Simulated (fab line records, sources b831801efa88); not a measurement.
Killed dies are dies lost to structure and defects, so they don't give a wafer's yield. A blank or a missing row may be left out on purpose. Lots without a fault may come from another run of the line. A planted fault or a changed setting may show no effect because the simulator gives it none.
Which tool did it? | flow gf180mcu | 13 lots, 39 wafers sampled, at 4 steps of a route of 602

WHAT THE GAUGES READ, wafer by wafer
GF_V1_CD_MEAS_14: target cd 260 nm. Usual: cd_nm 260.4 nm, standard deviation 1.2.
lot  | measured     | on        | cd_nm (nm)        | flag
L186 | day 18 08:10 | cd_sem-01 | 262.1 261.2 260.8 |
L187 | day 18 18:59 | cd_sem-01 | 259.2 259.3 259.3 |
L189 | day 19 16:35 | cd_sem-02 | 260.4 261.1 260.8 |
L190 | day 20 04:58 | cd_sem-02 | 259.0 258.7 259.6 |
L191 | day 20 11:23 | cd_sem-01 | 260.2 260.7 259.5 |
L192 | day 21 00:26 | cd_sem-01 | 259.7 260.8 259.5 |
L201 | day 23 23:19 | cd_sem-02 | 260.3 260.3 258.9 |
L202 | day 24 09:43 | cd_sem-02 | 259.4 260.4 259.7 |
L203 | day 24 18:49 | cd_sem-02 | 262.2 260.3 262.4 |
L205 | day 25 09:43 | cd_sem-01 | 260.9 260.9 262.0 |
L206 | day 25 10:03 | cd_sem-01 | 261.6 261.3 262.8 |
L207 | day 25 16:43 | cd_sem-02 | 259.6 260.2 260.2 |
L208 | day 26 02:56 | cd_sem-02 | 259.9 260.1 259.5 |

GF_M3_CD_MEAS_14: target cd 280 nm. Usual: cd_nm 280.0 nm, standard deviation 1.3.
lot  | measured     | on        | cd_nm (nm)        | flag
L186 | day 21 14:30 | cd_sem-01 | 281.6 280.9 281.2 |
L187 | day 22 01:11 | cd_sem-02 | 282.4 281.1 282.5 |
L189 | day 22 19:49 | cd_sem-01 | 277.4 276.9 278.1 |
L190 | day 23 07:31 | cd_sem-01 | 279.9 278.6 279.4 |
L191 | day 23 14:01 | cd_sem-01 | 279.2 280.5 279.4 |
L192 | day 24 02:44 | cd_sem-01 | 278.9 279.9 279.6 |
L201 | day 26 19:31 | cd_sem-01 | 280.2 280.4 280.7 |
L202 | day 27 06:03 | cd_sem-01 | 278.4 279.4 280.3 |
L203 | day 27 15:02 | cd_sem-02 | 279.3 278.0 277.4 |
L205 | day 28 04:08 | cd_sem-01 | 281.9 281.8 280.6 |
L206 | day 28 04:19 | cd_sem-02 | 280.1 280.7 281.4 |
L207 | day 28 10:28 | cd_sem-02 | 280.0 280.8 281.1 |
L208 | day 28 20:17 | cd_sem-02 | 280.3 279.9 278.6 |

WHICH TOOL RAN EACH LOT (tool, then ch and the chambers of the sampled wafers, then the start)
lot  | GF_M2_SPUTTER_00             | GF_M3_SPUTTER_00
L186 | pvd_sputter-01, day 18 09:41 | pvd_sputter-03, day 20 14:17
L187 | pvd_sputter-02, day 18 20:29 | pvd_sputter-01, day 21 00:53
L189 | pvd_sputter-03, day 19 18:04 | pvd_sputter-01, day 21 20:32
L190 | pvd_sputter-01, day 20 06:32 | pvd_sputter-03, day 22 08:55
L191 | pvd_sputter-01, day 20 12:53 | pvd_sputter-03, day 22 15:19
L192 | pvd_sputter-03, day 21 01:56 | pvd_sputter-04, day 23 03:58
L201 | pvd_sputter-02, day 24 00:54 | pvd_sputter-04, day 25 22:23
L202 | pvd_sputter-01, day 24 11:11 | pvd_sputter-01, day 26 08:52
L203 | pvd_sputter-02, day 24 20:26 | pvd_sputter-04, day 26 17:59
L205 | pvd_sputter-02, day 25 11:34 | pvd_sputter-03, day 27 07:55
L206 | pvd_sputter-03, day 25 11:44 | pvd_sputter-01, day 27 08:31
L207 | pvd_sputter-03, day 25 18:16 | pvd_sputter-03, day 27 15:32
L208 | pvd_sputter-02, day 26 04:26 | pvd_sputter-01, day 28 00:52
- GF_M2_SPUTTER_00: material Ti, target thk 37.5 nm, time 150 s.
- GF_M3_SPUTTER_00: material Ti, target thk 37.5 nm, time 150 s.

WHAT THE TOOLS THEMSELVES READ (means of the sampled wafers that have a number; where no wafer has one, the mark that the record gives instead)
GF_M2_SPUTTER_00. Usual: cathode_dc_power_W 3999.9 W, standard deviation 0.72; chamber_pressure_pa 2.000 Pa, standard deviation 0.0039; throttle_valve_pct 29.7 %, standard deviation 0.69.
lot  | tool           | cathode_dc_power_W (W) | chamber_pressure_pa (Pa) | throttle_valve_pct (%) | flag
L186 | pvd_sputter-01 | 3999.9                 | 2.001                    | 29.2                   |
L187 | pvd_sputter-02 | 3999.7                 | 2.003                    | 29.7                   |
L189 | pvd_sputter-03 | 4000.2                 | 2.003                    | 29.5                   |
L190 | pvd_sputter-01 | 3999.5                 | 1.995                    | 29.7                   |
L191 | pvd_sputter-01 | -                      | -                        | -                      | OFF
L192 | pvd_sputter-03 | -                      | -                        | -                      | OFF
L201 | pvd_sputter-02 | 3999.7                 | 1.994                    | 29.9                   |
L202 | pvd_sputter-01 | 4000.0                 | 2.001                    | 29.1                   |
L203 | pvd_sputter-02 | 4000.3                 | 2.002                    | 29.5                   |
L205 | pvd_sputter-02 | 3999.7                 | 1.997                    | 29.9                   |
L206 | pvd_sputter-03 | 4000.0                 | 2.000                    | 29.9                   |
L207 | pvd_sputter-03 | 4000.2                 | 2.000                    | 29.5                   |
L208 | pvd_sputter-02 | 4000.6                 | 2.000                    | 29.8                   |

GF_M3_SPUTTER_00. Usual: cathode_dc_power_W 4000.0 W, standard deviation 0.73; chamber_pressure_pa 1.999 Pa, standard deviation 0.0042; throttle_valve_pct 29.7 %, standard deviation 0.63.
lot  | tool           | cathode_dc_power_W (W) | chamber_pressure_pa (Pa) | throttle_valve_pct (%) | flag
L186 | pvd_sputter-03 | 4000.4                 | 2.004                    | 29.7                   |
L187 | pvd_sputter-01 | 4000.3                 | 1.998                    | 29.6                   |
L189 | pvd_sputter-01 | 4000.1                 | 1.998                    | 29.8                   |
L190 | pvd_sputter-03 | 4000.1                 | 2.001                    | 30.2                   |
L191 | pvd_sputter-03 | 3999.5                 | 2.001                    | 30.3                   |
L192 | pvd_sputter-04 | 4000.2                 | 2.004                    | 29.5                   |
L201 | pvd_sputter-04 | 3999.6                 | 1.998                    | 29.8                   |
L202 | pvd_sputter-01 | 3999.7                 | 1.998                    | 29.0                   |
L203 | pvd_sputter-04 | 4000.3                 | 1.998                    | 29.7                   |
L205 | pvd_sputter-03 | 4000.3                 | 2.002                    | 29.8                   |
L206 | pvd_sputter-01 | 4000.0                 | 2.000                    | 29.2                   |
L207 | pvd_sputter-03 | 3999.6                 | 1.998                    | 30.1                   |
L208 | pvd_sputter-01 | 4000.2                 | 1.998                    | 29.3                   |

THE ANSWER, worked out from the rows above alone
Rule: a lot is off if the mean of its wafers that have a number lies more than 3 standard deviations from the usual mean. A lot without any number at a reading at which 4 lots or more have one is off too. The other lots that the step has rows for count as sound. The gauges are gone through in route order, then the tools' own readings, and for those a lot's mean is taken as printed above. The first step at which some lot is off is used, and at that step the reading that is off furthest; a lot without a number counts as furthest.
Off: L191, L192, at GF_M2_SPUTTER_00 (cathode_dc_power_W). Without a number there: L191, L192.
A tool fits if, at that step or a process step before it, it ran every lot that is off, and no sound lot after the first of them. None of those tried fits.

WHAT THE SIMULATOR HAD PUT IN
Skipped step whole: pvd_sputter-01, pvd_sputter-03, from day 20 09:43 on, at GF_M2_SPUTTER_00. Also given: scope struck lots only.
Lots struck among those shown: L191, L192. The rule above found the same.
